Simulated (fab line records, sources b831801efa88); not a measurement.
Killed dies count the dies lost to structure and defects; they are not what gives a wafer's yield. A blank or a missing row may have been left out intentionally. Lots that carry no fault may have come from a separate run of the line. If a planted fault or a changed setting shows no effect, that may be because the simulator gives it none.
fab line records    flow sky130
record: lots: 5  wafers: 15  last-day: 50
route steps=708 shown LI_CONTACT@368 LOCAL_INTERCONNECT@387 CONTACT@406 PAD_OPEN@708
lots with no fault: from the same line, run without faults
start-h: hours from the record's first day to the start of the lot's first wafer shown    wait-h: hours from the lot's prior step to this one    " unchanged from the row above    L1.1+2: one row covering several wafers at once    - no value, or no start given    * or withheld: withheld    < > ~ a bound
route shown NAME@n: a module of which the file shows steps, and the number in the route of the first    usual: mean and standard deviation over wafers with no fault    same: alike in all rows    chamber/n: place in a boat    sites: each site's reading    _std_site: how widely they spread, as a standard deviation    _edge_site: inner sites' mean taken away from outer sites' mean    radius-mm: for every site, how far away it sits from the centre of the wafer    mask NAME#n: copy n    behind: tool/chamber where the wafer was last shaped    hold: cause of the lot's hold/its duration in hours/its outcome    device: which transistor (n, p or np) failed to switch    end of line: tests run on the same wafers once the route is complete    a step without rows: its recipe alone    killed: at the first sort, the dies lost to defects and structure; wafer yield is something else    map: the dies of a wafer, with x for killed, . for not killed, _ for no die there
set.NAME: the run value of the setting; set.NAME@STEP: its run value at that earlier step    model.NAME: the simulator's own value behind a step, which no gauge read
a table for each step, a row for each wafer; lots at some steps of the route
services: from which hour (start-h, from the record's first day; less than 0 if before it) a tool's chamber was out of use, for how many hours, and why
== steps ==
step: SKY_LI_CONTACT_COAT_06
recipe: resist: BARC  temp-c: withheld  time-s: withheld  spin-rpm: 3000  resist-thk-nm: 60
step: SKY_LI_CONTACT_COAT_07
recipe: resist: KrF-thick  spin-rpm: 3000  resist-thk-nm: 450
step: SKY_LI_CONTACT_SOFTBAKE_08
recipe: temp-c: 100  time-s: 90  resist: KrF-thick
step: SKY_LI_CONTACT_EXPOSE_09
recipe: mask-id: LICM1  na: 0.8  source-shape: annular  sigma-inner: 0.55  sigma-outer: 0.85  target-cd-nm: 170  dose-mj: 38
step: SKY_LI_CONTACT_PEB_10
recipe: peb-temp-c: withheld  peb-time-s: withheld  resist: KrF-thick
step: SKY_LI_CONTACT_DEVELOP_11
recipe: develop-time-s: 60  resist: KrF-thick  dev-temp-c: 21
step: SKY_LI_CONTACT_CD_MEAS_12
recipe: target-cd-nm: 170
usual: cd-nm: 170.4/1.8
lot.wafer  tool       chamber  start-h  wait-h  cd-nm
L322.1     cd-sem-01  -        688.00   -       172.0
L322.3     "          -        "        "       172.0
L322.6     "          -        "        "       171.7
L327.1     cd-sem-02  -        728.04   -       170.3
L327.2     "          -        "        "       168.6
L327.3     "          -        "        "       169.9
L329.2     cd-sem-02  -        755.85   -       169.2
L329.4     "          -        "        "       171.4
L329.5     "          -        "        "       169.6
L337.1     cd-sem-02  -        815.08   -       172.2
L337.5     "          -        "        "       171.0
L337.6     "          -        "        "       171.8
L342.2     cd-sem-02  -        845.45   -       167.6
L342.3     "          -        "        "       167.4
L342.5     "          -        "        "       168.7
step: SKY_LI_CONTACT_OVL_MEAS_13
usual: LI_CONTACT_OVL: -2/5.9
lot.wafer  tool        chamber  start-h  wait-h  LI_CONTACT_OVL[nm]
L322.1     overlay-01  -        688.12   0.1     4
L322.3     "           -        "        "       4
L322.6     "           -        "        "       2
L327.1     overlay-02  -        728.16   0.1     -1
L327.2     "           -        "        "       -8
L327.3     "           -        "        "       -3
L329.2     overlay-01  -        755.96   0.1     -6
L329.4     "           -        "        "       -5
L329.5     "           -        "        "       -3
L337.1     overlay-01  -        815.20   0.1     -5
L337.5     "           -        "        "       -5
L337.6     "           -        "        "       0
L342.2     overlay-02  -        845.56   0.1     -4
L342.3     "           -        "        "       2
L342.5     "           -        "        "       -3
step: SKY_LI_CONTACT_ETCH_14
recipe: chemistry: N2/H2  target: BARC  ion-energy-ev: 200  source-w: 500  bias-w: 98.04  pressure-mtorr: 30  n2-flow-sccm: 100  h2-flow-sccm: 200  stop-on: SiO2  time-s: 45.9  target-depth-a: 600
step: SKY_LI_CONTACT_ETCH_15
recipe: target: PSG  chemistry: C4F8/O2/Ar  stop-on: Si  taper-deg: 4.15  mask-material: KrF-thick  source-w: 1500  bias-w: 1200  pressure-mtorr: 40  c4f8-flow-sccm: withheld  O2_flow_sccm: 6  Ar_flow_sccm: 300  time-s: withheld  target-depth-a: 6000
step: SKY_LI_CONTACT_STRIP_16
recipe: chemistry: O2/N2  power-w: 1400  pressure-mtorr: 1500  platen-temp-c: withheld  o2-flow-sccm: 3000  n2-flow-sccm: 300  overash-fraction: 0.5
step: SKY_LI_CONTACT_CLEAN_17
recipe: chemistry: NMP  time-s: 600  temp-c: 60  dry: n2-spin
step: SKY_LI_CONTACT_PRE_CLEAN_18
recipe: gas: Ar  time-s: 5.6  bias-v: 358
usual: bias-v: 358/3.4
lot.wafer  tool            chamber  start-h  wait-h  bias-v
L322.1     pvd-sputter-04  -        688.56   0.0     359
L322.3     "               -        "        "       365
L322.6     "               -        "        "       359
L327.1     pvd-sputter-03  -        728.60   0.0     358
L327.2     "               -        "        "       359
L327.3     "               -        "        "       358
L329.2     pvd-sputter-04  -        756.39   0.0     363
L329.4     "               -        "        "       357
L329.5     "               -        "        "       356
L337.1     pvd-sputter-03  -        815.66   0.0     357
L337.5     "               -        "        "       350
L337.6     "               -        "        "       361
L342.2     pvd-sputter-02  -        846.01   0.0     359
L342.3     "               -        "        "       369
L342.5     "               -        "        "       368
step: SKY_LI_CONTACT_SPUTTER_19
recipe: material: Ti  target-thk-nm: 20  chamber-pressure-pa: 5  power-w: 2500  substrate-temp-c: 200  time-s: 106.37
step: SKY_LI_CONTACT_SPUTTER_20
recipe: material: TiN  target-thk-nm: 20  chamber-pressure-pa: 5  power-w: 4000  time-s: 76.81
usual: cathode-dc-power-W: 4000.1/0.73  throttle-valve-pct: 30.8/0.91
lot.wafer  tool            chamber  start-h  wait-h  cathode-dc-power-W  throttle-valve-pct
L322.1     pvd-sputter-04  -        688.66   0.0     4000.5              31.3
L322.3     "               -        "        "       4000.0              30.9
L322.6     "               -        "        "       3999.3              31.1
L327.1     pvd-sputter-03  -        728.69   0.0     4000.0              33.2
L327.2     "               -        "        "       4000.5              32.3
L327.3     "               -        "        "       3999.1              29.4
L329.2     pvd-sputter-04  -        756.49   0.0     3999.7              31.3
L329.4     "               -        "        "       4000.6              31.2
L329.5     "               -        "        "       4000.9              29.9
L337.1     pvd-sputter-03  -        815.75   0.0     4000.5              32.8
L337.5     "               -        "        "       4000.2              32.4
L337.6     "               -        "        "       4000.3              29.4
L342.2     pvd-sputter-02  -        846.10   0.0     3999.8              30.1
L342.3     "               -        "        "       4000.0              31.8
L342.5     "               -        "        "       3999.8              31.4
step: SKY_LI_CONTACT_CVD_21
recipe: material: W  target-thk-nm: 400  time-s: 120.56  temp-c: 400  pressure-torr: 40
usual: chamber-pressure-Torr: 39.99/0.084  heater-power-w: 806/49
lot.wafer  tool      chamber  start-h  wait-h  chamber-pressure-Torr  heater-power-w
L322.1     cvd-w-01  1        688.72   0.0     40.08                  716
L322.3     "         1        "        "       40.16                  703
L322.6     "         1        "        "       40.08                  728
L327.1     cvd-w-01  0        728.75   0.0     40.11                  876
L327.2     "         1        "        "       39.82                  747
L327.3     "         0        "        "       40.05                  862
L329.2     cvd-w-02  0        756.55   0.0     40.02                  820
L329.4     "         0        "        "       39.85                  835
L329.5     "         1        "        "       39.85                  799
L337.1     cvd-w-02  0        815.81   0.0     39.84                  847
L337.5     "         0        "        "       39.88                  826
L337.6     "         1        "        "       40.11                  775
L342.2     cvd-w-01  0        846.16   0.0     39.96                  867
L342.3     "         1        "        "       40.02                  752
L342.5     "         0        "        "       40.01                  867
step: SKY_LI_CONTACT_RS_MEAS_22
recipe: thk-meas-gauge: four-point-probe  reads: W_of_LI_CONTACT_CVD_21+TiN_of_LI_CONTACT_SPUTTER_20+Ti_of_LI_CONTACT_SPUTTER_19
usual: LI_CONTACT_W_RS: 0.285/0.0038
lot.wafer  tool           chamber  start-h  wait-h  LI_CONTACT_W_RS[ohm/sq]
L322.1     film-metro-04  -        688.84   0.1     0.280
L322.3     "              -        "        "       0.281
L322.6     "              -        "        "       0.284
L327.1     film-metro-03  -        728.88   0.1     0.288
L327.2     "              -        "        "       0.289
L327.3     "              -        "        "       0.293
L329.2     film-metro-04  -        756.69   0.1     0.282
L329.4     "              -        "        "       0.283
L329.5     "              -        "        "       0.289
L337.1     film-metro-03  -        815.94   0.1     0.283
L337.5     "              -        "        "       0.283
L337.6     "              -        "        "       0.287
L342.2     film-metro-04  -        846.31   0.1     0.288
L342.3     "              -        "        "       0.285
L342.5     "              -        "        "       0.285
step: SKY_LI_CONTACT_THK_MEAS_23
recipe: thk-meas-gauge: xrf  reads: W_of_LI_CONTACT_CVD_21
usual: LI_CONTACT_W_THK: 393/6.4
lot.wafer  tool           chamber  start-h  wait-h  LI_CONTACT_W_THK[nm]
L322.1     film-metro-04  -        688.96   0.1     402
L322.3     "              -        "        "       398
L322.6     "              -        "        "       394
L327.1     film-metro-03  -        729.00   0.1     386
L327.2     "              -        "        "       384
L327.3     "              -        "        "       383
L329.2     film-metro-04  -        756.80   0.1     397
L329.4     "              -        "        "       392
L329.5     "              -        "        "       385
L337.1     film-metro-03  -        816.06   0.1     394
L337.5     "              -        "        "       397
L337.6     "              -        "        "       389
L342.2     film-metro-04  -        846.42   0.1     388
L342.3     "              -        "        "       392
L342.5     "              -        "        "       393
step: SKY_LI_CONTACT_CMP_24
recipe: stop-on: PSG  t-overpolish-s: 20  down-force-psi: 3.5  platen-rpm: 60  target-thk-nm: 0  pad-velocity-m-s: 0.94248
step: SKY_LOCAL_INTERCONNECT_SPUTTER_00
recipe: material: TiN  target-thk-nm: 100  temp-c: 300  power-w: 6500  time-s: 83.3  chamber-pressure-pa: 0.4
usual: cathode-dc-power-W: 6499.9/1.2  throttle-valve-pct: 30.8/1.1
lot.wafer  tool            chamber  start-h  wait-h  cathode-dc-power-W  throttle-valve-pct
L322.1     pvd-sputter-01  -        689.32   0.2     6500.2              31.1
L322.3     "               -        "        "       6500.8              29.4
L322.6     "               -        "        "       6498.2              29.3
L327.1     pvd-sputter-01  -        729.36   0.2     6498.1              29.7
L327.2     "               -        "        "       6500.0              29.2
L327.3     "               -        "        "       6500.4              31.4
L329.2     pvd-sputter-03  -        757.15   0.1     6501.5              32.2
L329.4     "               -        "        "       6500.6              30.2
L329.5     "               -        "        "       6502.6              30.2
L337.1     pvd-sputter-04  -        816.42   0.1     6502.1              31.4
L337.5     "               -        "        "       6500.5              31.1
L337.6     "               -        "        "       6500.5              31.1
L342.2     pvd-sputter-03  -        846.77   0.2     6500.0              31.8
L342.3     "               -        "        "       6498.9              30.7
L342.5     "               -        "        "       6500.6              32.9
step: SKY_LOCAL_INTERCONNECT_RS_MEAS_01
recipe: thk-meas-gauge: four-point-probe  reads: TiN_of_LOCAL_INTERCONNECT_SPUTTER_00
usual: LOCAL_INTERCONNECT_TIN_RS: 14.19/0.18
lot.wafer  tool           chamber  start-h  wait-h  LOCAL_INTERCONNECT_TIN_RS[ohm/sq]
L322.1     film-metro-04  -        689.39   0.0     14.33
L322.3     "              -        "        "       14.43
L322.6     "              -        "        "       14.01
L327.1     film-metro-01  -        729.42   0.0     14.21
L327.2     "              -        "        "       14.02
L327.3     "              -        "        "       14.05
L329.2     film-metro-03  -        757.24   0.1     14.16
L329.4     "              -        "        "       14.21
L329.5     "              -        "        "       14.15
L337.1     film-metro-03  -        816.48   0.0     14.05
L337.5     "              -        "        "       13.98
L337.6     "              -        "        "       14.20
L342.2     film-metro-01  -        846.85   0.1     14.03
L342.3     "              -        "        "       14.03
L342.5     "              -        "        "       14.22
step: SKY_LOCAL_INTERCONNECT_THK_MEAS_02
recipe: thk-meas-gauge: xrf  reads: TiN_of_LOCAL_INTERCONNECT_SPUTTER_00
usual: LOCAL_INTERCONNECT_TIN_THK: 99.6/1.3
lot.wafer  tool           chamber  start-h  wait-h  LOCAL_INTERCONNECT_TIN_THK[nm]
L322.1     film-metro-04  -        689.51   0.1     99.5
L322.3     "              -        "        "       99.0
L322.6     "              -        "        "       101.1
L327.1     film-metro-01  -        729.54   0.1     99.0
L327.2     "              -        "        "       100.2
L327.3     "              -        "        "       99.9
L329.2     film-metro-03  -        757.35   0.1     100.3
L329.4     "              -        "        "       100.0
L329.5     "              -        "        "       100.1
L337.1     film-metro-03  -        816.60   0.1     101.5
L337.5     "              -        "        "       101.3
L337.6     "              -        "        "       100.3
L342.2     film-metro-01  -        846.96   0.1     100.2
L342.3     "              -        "        "       100.1
L342.5     "              -        "        "       98.9
step: SKY_LOCAL_INTERCONNECT_DEHYDRATE_03
recipe: temp-c: 200  time-s: 60
step: SKY_LOCAL_INTERCONNECT_HMDS_04
recipe: prime-time-s: 60  prime-temp-c: 120
step: SKY_LOCAL_INTERCONNECT_COAT_05
recipe: resist: BARC  temp-c: withheld  time-s: withheld  spin-rpm: 3000  resist-thk-nm: 60
step: SKY_LOCAL_INTERCONNECT_COAT_06
recipe: resist: KrF-thick  spin-rpm: 3000  resist-thk-nm: 450
step: SKY_LOCAL_INTERCONNECT_SOFTBAKE_07
recipe: temp-c: 100  time-s: 90  resist: KrF-thick
step: SKY_LOCAL_INTERCONNECT_EXPOSE_08
recipe: mask-id: LI1M  na: 0.8  source-shape: annular  sigma-inner: 0.55  sigma-outer: 0.85  target-cd-nm: 170  dose-mj: 28
step: SKY_LOCAL_INTERCONNECT_PEB_09
recipe: peb-temp-c: withheld  peb-time-s: withheld  resist: KrF-thick
step: SKY_LOCAL_INTERCONNECT_DEVELOP_10
recipe: develop-time-s: 60  resist: KrF-thick  dev-temp-c: 21
step: SKY_LOCAL_INTERCONNECT_CD_MEAS_11
recipe: target-cd-nm: 170
usual: cd-nm: 169.7/1.6
lot.wafer  tool       chamber  start-h  wait-h  cd-nm
L322.1     cd-sem-01  -        717.68   -       171.0
L322.3     "          -        "        "       169.2
L322.6     "          -        "        "       169.3
L327.1     cd-sem-01  -        756.79   -       169.4
L327.2     "          -        "        "       169.8
L327.3     "          -        "        "       171.5
L329.2     cd-sem-02  -        784.76   -       167.4
L329.4     "          -        "        "       168.4
L329.5     "          -        "        "       167.6
L337.1     cd-sem-01  -        842.79   -       170.1
L337.5     "          -        "        "       169.8
L337.6     "          -        "        "       171.4
L342.2     cd-sem-02  -        872.91   -       171.0
L342.3     "          -        "        "       170.2
L342.5     "          -        "        "       170.2
step: SKY_LOCAL_INTERCONNECT_OVL_MEAS_12
usual: LOCAL_INTERCONNECT_OVL: 1/5.2
lot.wafer  tool        chamber  start-h  wait-h  LOCAL_INTERCONNECT_OVL[nm]
L322.1     overlay-01  -        717.80   0.1     -3
L322.3     "           -        "        "       3
L322.6     "           -        "        "       -3
L327.1     overlay-02  -        756.91   0.1     1
L327.2     "           -        "        "       -1
L327.3     "           -        "        "       -3
L329.2     overlay-01  -        784.86   0.1     -6
L329.4     "           -        "        "       -8
L329.5     "           -        "        "       -15
L337.1     overlay-01  -        842.91   0.1     -3
L337.5     "           -        "        "       3
L337.6     "           -        "        "       8
L342.2     overlay-01  -        873.02   0.1     8
L342.3     "           -        "        "       10
L342.5     "           -        "        "       -2
step: SKY_LOCAL_INTERCONNECT_ETCH_13
recipe: chemistry: N2/H2  target: BARC  ion-energy-ev: 200  bias-w: 100  pressure-mtorr: 30  n2-flow-sccm: 100  h2-flow-sccm: 200  icp-w: 500  stop-on: SiO2  time-s: 45.9  target-depth-a: 600
usual: drypump-motor-current-A: 5.7/0.41  oes-product-au: 0.855/0.0046  throttle-valve-pct: 13.225/0.0088
lot.wafer  tool          chamber  start-h  wait-h  drypump-motor-current-A  oes-product-au  rf-hours-counter-h  throttle-valve-pct
L322.1     rie-metal-01  1        717.84   0.0     5.7                      0.853           3                   13.238
L322.3     "             0        "        "       5.1                      0.849           -                   13.223
L322.6     "             0        "        "       5.1                      0.850           -                   13.219
L327.1     rie-metal-01  1        756.94   0.0     5.6                      0.849           4                   13.228
L327.2     "             0        "        "       5.1                      0.859           8                   13.224
L327.3     "             1        "        "       5.6                      0.854           -                   13.211
L329.2     rie-metal-02  1        784.89   0.0     6.3                      0.859           14                  13.228
L329.4     "             1        "        "       6.3                      0.858           -                   13.217
L329.5     "             1        "        "       6.3                      0.859           -                   13.226
L337.1     rie-metal-01  1        842.94   0.0     5.6                      0.854           7                   13.231
L337.5     "             0        "        "       5.1                      0.852           -                   13.215
L337.6     "             1        "        "       5.6                      0.852           -                   13.217
L342.2     rie-metal-04  0        873.05   0.0     5.6                      0.863           6                   13.230
L342.3     "             0        "        "       5.6                      0.854           -                   13.221
L342.5     "             0        "        "       5.6                      0.860           -                   13.227
step: SKY_LOCAL_INTERCONNECT_METAL_ETCH_14
recipe: target-depth-nm: 110  stop-on: PSG  chemistry: Cl2/BCl3  target: TiN  resist-sidewall-deg: 88  pressure-mtorr: 10  icp-w: 900  bias-w: 48.5  Cl2_flow_sccm: 60  bcl3-flow-sccm: 30  time-s: 31.4
step: SKY_LOCAL_INTERCONNECT_STRIP_15
recipe: chemistry: O2/N2  power-w: 1400  pressure-mtorr: 1500  platen-temp-c: withheld  o2-flow-sccm: 3000  n2-flow-sccm: 300  overash-fraction: 0.5
step: SKY_LOCAL_INTERCONNECT_STRIP_16
recipe: chemistry: post-etch-residue-remover  time-s: 1200  temp-c: 72.5
step: SKY_LOCAL_INTERCONNECT_CLEAN_17
recipe: chemistry: IPA  time-s: 180  temp-c: 25
step: SKY_LOCAL_INTERCONNECT_CLEAN_18
recipe: chemistry: O3/DIW  dry: n2-spin
step: SKY_CONTACT_CVD_00
recipe: material: Si3N4  target-thk-nm: 75  temp-c: 400  time-s: withheld  rf-w: 450
usual: heater-power-w: 730/110
lot.wafer  tool      chamber  start-h  wait-h  heater-power-w
L322.1     pecvd-01  2        718.61   0.0     633
L322.3     "         0        "        "       638
L322.6     "         0        "        "       660
L327.1     pecvd-02  0        757.65   0.0     875
L327.2     "         1        "        "       612
L327.3     "         2        "        "       755
L329.2     pecvd-03  0        785.64   0.0     657
L329.4     "         1        "        "       707
L329.5     "         0        "        "       641
L337.1     pecvd-01  2        843.66   0.0     641
L337.5     "         2        "        "       653
L337.6     "         0        "        "       652
L342.2     pecvd-03  0        873.75   0.0     599
L342.3     "         1        "        "       706
L342.5     "         0        "        "       632
step: SKY_CONTACT_THK_MEAS_01
recipe: reads: Si3N4_of_CONTACT_CVD_00
usual: CONTACT_CVD_00_THK: 75.0/1.2
lot.wafer  tool           chamber  start-h  wait-h  CONTACT_CVD_00_THK[nm]
L322.1     film-metro-04  -        718.64   -       75.2
L322.3     "              -        "        "       76.3
L322.6     "              -        "        "       77.4
L327.1     film-metro-01  -        757.68   -       76.5
L327.2     "              -        "        "       75.6
L327.3     "              -        "        "       75.0
L329.2     film-metro-01  -        785.69   -       74.7
L329.4     "              -        "        "       75.1
L329.5     "              -        "        "       74.9
L337.1     film-metro-01  -        843.71   -       73.7
L337.5     "              -        "        "       75.3
L337.6     "              -        "        "       75.9
L342.2     film-metro-04  -        873.81   -       74.4
L342.3     "              -        "        "       76.4
L342.5     "              -        "        "       75.4
step: SKY_CONTACT_HDPCVD_02
recipe: material: SiO2  target-thk-nm: 565  sigma-open-frac: 0.3  time-s: 97.2  temp-c: 600  sih4-flow-sccm: 60  pressure-mtorr: 6
step: SKY_CONTACT_THK_MEAS_03
recipe: reads: SiO2_of_CONTACT_HDPCVD_02
usual: CONTACT_HDPCVD_THK: 584/7.3
lot.wafer  tool           chamber  start-h  wait-h  CONTACT_HDPCVD_THK[nm]
L322.1     film-metro-01  -        718.77   0.0     584
L322.3     "              -        "        "       576
L322.6     "              -        "        "       584
L327.1     film-metro-01  -        757.81   0.0     591
L327.2     "              -        "        "       601
L327.3     "              -        "        "       596
L329.2     film-metro-04  -        785.81   0.0     584
L329.4     "              -        "        "       583
L329.5     "              -        "        "       583
L337.1     film-metro-02  -        843.83   0.0     592
L337.5     "              -        "        "       594
L337.6     "              -        "        "       586
L342.2     film-metro-01  -        873.97   0.1     586
L342.3     "              -        "        "       580
L342.5     "              -        "        "       581
step: SKY_PAD_OPEN_PROBE_99
usual: killed_at_M0_to_M3: 42/7  killed_at_M4_up: 3.2/1.6  killed-at-contacts: 24/5.8  killed-at-front-end: 16/4.3  killed-at-other: 0.3/0.62  killed-dies: 86/9.5  killed-on-rim: 17/3.7  killed-open: 46/6.4  killed-short: 39/6.3
same: gross-dies: 492  killed-at-back-side: 0
lot.wafer  tool       chamber  start-h  wait-h  hold                      killed_at_M0_to_M3  killed_at_M4_up  killed-at-contacts  killed-at-front-end  killed-at-other  killed-dies  killed-on-rim  killed-open  killed-short
L322.1     prober-01  -        1084.45  0.1     -                         60                  5                23                  17                   0                105          23             62           43
L322.3     prober-01  -        1084.55  0.2     -                         44                  3                25                  11                   0                83           15             46           36
L322.6     prober-01  -        1084.70  0.2     -                         41                  2                19                  17                   0                79           15             35           44
L327.1     prober-01  -        1114.38  0.1     -                         56                  2                30                  14                   0                102          13             53           48
L327.2     prober-01  -        1114.43  0.1     -                         32                  2                25                  10                   1                70           15             34           36
L327.3     prober-01  -        1114.48  0.2     -                         44                  4                19                  22                   0                89           13             48           40
L329.2     prober-01  -        1136.52  0.1     await-dispo/1.7h/release  52                  3                23                  7                    0                85           14             43           42
L329.4     prober-01  -        1136.62  0.2     await-dispo/1.7h/release  39                  3                33                  13                   1                89           20             49           39
L329.5     prober-01  -        1136.67  0.2     await-dispo/1.7h/release  35                  4                71                  11                   0                121          20             47           31
L337.1     prober-02  -        1173.56  0.1     -                         45                  5                28                  7                    0                85           17             49           36
L337.5     prober-02  -        1173.76  0.2     -                         39                  3                20                  17                   0                79           19             45           34
L337.6     prober-02  -        1173.81  0.2     -                         28                  2                31                  16                   0                77           15             35           42
L342.2     prober-01  -        1194.02  0.1     -                         33                  1                31                  18                   0                83           14             47           36
L342.3     prober-01  -        1194.07  0.2     -                         51                  4                18                  25                   0                98           20             49           49
L342.5     prober-01  -        1194.17  0.2     -                         46                  2                31                  19                   0                98           23             50           48
killed by level:class
L322.1 VIA1:geometric-particle:open=16 CONTACT:geometric-particle:open=13 VIA3:geometric-particle:open=9 METAL1:geometric-particle:short=7 VIA1:geometric-particle:short=7 VIA2:geometric-particle:open=7 FIELD_ISO:geometric-particle:open=4 LI_CONTACT:geometric-particle:open=4
L322.3 LI_CONTACT:geometric-particle:open=8 VIA2:geometric-particle:open=7 VIA3:geometric-particle:open=7 METAL1:geometric-particle:short=6 CONTACT:geometric-particle:open=6 VIA1:geometric-particle:open=6 FIELD_ISO:geometric-particle:open=4 LOCAL_INTERCONNECT:geometric-particle:short=4
L322.6 METAL1:geometric-particle:short=9 CONTACT:geometric-particle:open=7 VIA1:geometric-particle:short=7 FIELD_ISO:geometric-particle:short=6 LI_CONTACT:geometric-particle:open=6 VIA2:geometric-particle:open=6 POLY_GATE:geometric-particle:open=4 METAL2:geometric-particle:short=4
L327.1 CONTACT:geometric-particle:open=9 METAL2:geometric-particle:short=9 VIA1:geometric-particle:short=8 VIA1:geometric-particle:open=8 LI_CONTACT:geometric-particle:open=7 VIA2:geometric-particle:open=7 LI_CONTACT:geometric-particle:short=6 VIA2:geometric-particle:short=6
L327.2 CONTACT:geometric-particle:open=9 VIA1:geometric-particle:short=8 LI_CONTACT:geometric-particle:open=7 CONTACT:geometric-particle:short=5 METAL1:geometric-particle:short=5 VIA3:geometric-particle:open=4 VIA2:geometric-particle:open=4 FIELD_ISO:geometric-particle:short=3
L327.3 VIA1:geometric-particle:open=12 VIA2:geometric-particle:open=7 CONTACT:geometric-particle:short=6 CONTACT:geometric-particle:open=6 VIA3:geometric-particle:short=6 POLY_GATE:geometric-particle:open=5 VIA3:geometric-particle:open=5 POLY_GATE:geometric-particle:short=4
L329.2 METAL2:geometric-particle:short=13 VIA1:geometric-particle:open=9 LI_CONTACT:geometric-particle:open=9 VIA3:geometric-particle:open=8 CONTACT:geometric-particle:open=6 METAL1:geometric-particle:short=6 CONTACT:geometric-particle:short=5 FIELD_ISO:geometric-particle:open=3
L329.4 LI_CONTACT:geometric-particle:open=10 CONTACT:geometric-particle:open=10 METAL1:geometric-particle:short=10 VIA1:geometric-particle:open=8 CONTACT:geometric-particle:short=6 VIA3:geometric-particle:open=6 VIA2:geometric-particle:open=5 FIELD_ISO:geometric-particle:short=4
L329.5 LI_CONTACT:unspecified=43 VIA3:geometric-particle:open=10 VIA1:geometric-particle:open=8 CONTACT:geometric-particle:open=8 LI_CONTACT:geometric-particle:open=5 LOCAL_INTERCONNECT:geometric-particle:short=5 LOCAL_INTERCONNECT:geometric-particle:open=5 POLY_GATE:geometric-particle:short=4
L337.1 VIA1:geometric-particle:open=14 LI_CONTACT:geometric-particle:open=8 CONTACT:geometric-particle:open=8 LOCAL_INTERCONNECT:geometric-particle:short=6 VIA3:geometric-particle:open=6 VIA2:geometric-particle:open=5 METAL1:geometric-particle:short=4 CONTACT:geometric-particle:short=3
L337.5 VIA1:geometric-particle:open=10 LI_CONTACT:geometric-particle:open=8 VIA3:geometric-particle:open=7 POLY_GATE:geometric-particle:open=5 FIELD_ISO:geometric-particle:short=4 POLY_GATE:geometric-particle:short=4 CONTACT:geometric-particle:short=4 METAL3:geometric-particle:short=4
L337.6 CONTACT:geometric-particle:open=11 CONTACT:geometric-particle:short=10 FIELD_ISO:geometric-particle:short=6 FIELD_ISO:geometric-particle:open=6 METAL1:geometric-particle:short=6 LI_CONTACT:geometric-particle:short=5 VIA1:geometric-particle:open=4 METAL2:geometric-particle:short=4
L342.2 CONTACT:geometric-particle:open=13 LI_CONTACT:geometric-particle:open=7 VIA1:geometric-particle:open=6 VIA2:geometric-particle:open=6 FIELD_ISO:geometric-particle:short=5 POLY_GATE:geometric-particle:short=5 LOCAL_INTERCONNECT:geometric-particle:short=5 CONTACT:geometric-particle:short=5
L342.3 POLY_GATE:geometric-particle:short=10 VIA2:geometric-particle:open=10 VIA3:geometric-particle:open=9 CONTACT:geometric-particle:open=9 METAL1:geometric-particle:short=8 VIA1:geometric-particle:open=7 FIELD_ISO:geometric-particle:open=5 METAL2:geometric-particle:short=5
L342.5 VIA2:geometric-particle:open=10 LOCAL_INTERCONNECT:geometric-particle:short=8 CONTACT:geometric-particle:open=8 LI_CONTACT:geometric-particle:open=7 VIA3:geometric-particle:open=7 CONTACT:geometric-particle:short=6 METAL1:geometric-particle:short=6 METAL2:geometric-particle:short=6
map L329.5 (x killed, . not)
__________xx........_________
________..x..x...xx..._______
______x.............x..._____
_____x....x...........x.x____
____...xx....xxxx........x___
___..........x.............__
__x..................x.x...._
_....x.x..x.x..........xx.x..
_x.....xxx...x.......x.x.....
_...x..xxxxxx................
_..x..xxxxxxx......x.........
_....xxxxxxxxx..x............
_....xxxxxxxx.xx........x....
_...xxxxxxxxxx.....x.........
_.x..x...x.........xx....x...
__x.xx.....xx..x....x..x...._
___......x..x....x.......x.__
____........xxx.x.x......x___
_____...............x..x.____
______..x.x.....x....xx._____
________xx..x..x....x._______
__________.........._________
map L322.1 (x killed, . not)
__________.x.x.xx..._________
________...x....x....._______
______...........x...x.._____
_____.x...x......xx...x..____
____.x......x..x....x.....___
___x......................x__
__...x...x....x............._
_xx.............x...x.xxx....
_..xx....xx.......x.x........
_....x.................x..x..
_.....xxx.x..x.x.......x...x.
_..xxx.x.....x...x...........
_x........x.x.x.xxx..x.......
_...x..x.....xx......x...x.x.
_xx....x..x..x..xx.......x...
__..x....xx...x...........x._
___...x.......xx...x.....x.__
____..x.....x..x..x..x....___
_____...xx.....x.x.......____
______x...xx.x.......xxx_____
________x.......x....._______
__________...x...x.._________
== services ==
tool            chamber  start-h  hours  kind
rie-metal-01    1        673.60   11.4   repair
pecvd-03        -        685.17   0.6    repair
pvd-sputter-01  1        705.37   -      consumable-replace:kit
rie-metal-04    -        710.07   0.8    repair
pvd-sputter-04  -        718.25   0.5    repair
pecvd-03        2        735.92   6.2    repair
pecvd-03        -        736.81   1.2    repair
cvd-w-01        -        740.37   2.8    pm
pecvd-01        -        758.63   2.8    pm
pecvd-01        0        762.57   6.0    repair
pvd-sputter-04  -        767.10   8.7    repair
pvd-sputter-04  -        772.98   3.3    repair
pecvd-03        0        777.56   5.9    repair
cvd-w-02        -        798.05   0.4    repair
pecvd-01        2        807.81   6.9    repair
pvd-sputter-03  -        823.27   1.2    repair
rie-metal-02    -        829.66   0.2    repair
pecvd-01        1        834.66   22.9   repair
cvd-w-02        1        834.67   4.6    repair
pvd-sputter-03  1        835.05   -      consumable-replace:kit
pvd-sputter-03  1        835.05   18.0   scheduled-down
pvd-sputter-03  1        835.05   18.0   vent-cycle
cvd-w-02        -        867.41   0.7    repair
pvd-sputter-01  -        870.85   6.7    repair
== key ==
first-sign: step: SKY_PAD_OPEN_PROBE_99  reading: killed-at-contacts  direction: up  sigmas: 8  usual: 24  struck: 71
effect: step: SKY_PAD_OPEN_PROBE_99  reading: killed-dies  direction: up  sigmas: 3.7  usual: 86  struck: 121
met-at SKY_LI_CONTACT_PRE_CLEAN_18
struck-wafers L329.5
tester-left-out L329
fault: kind: chamber-particle-source  tool: pvd-sputter-04  chamber: -  onset-h: 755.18  steps: SKY_LI_CONTACT_PRE_CLEAN_18  rate-per-visit-cm2: 0.54211  end-h: 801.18  scope: struck-wafers-only
tester-left-out: of these lots the tester's yield and bins aren't shown, on N5 and GAA mostly nor the transistor test; their killed dies are dies lost to structure and defects alone, not to doping, threshold or leakage, so they don't give the yield
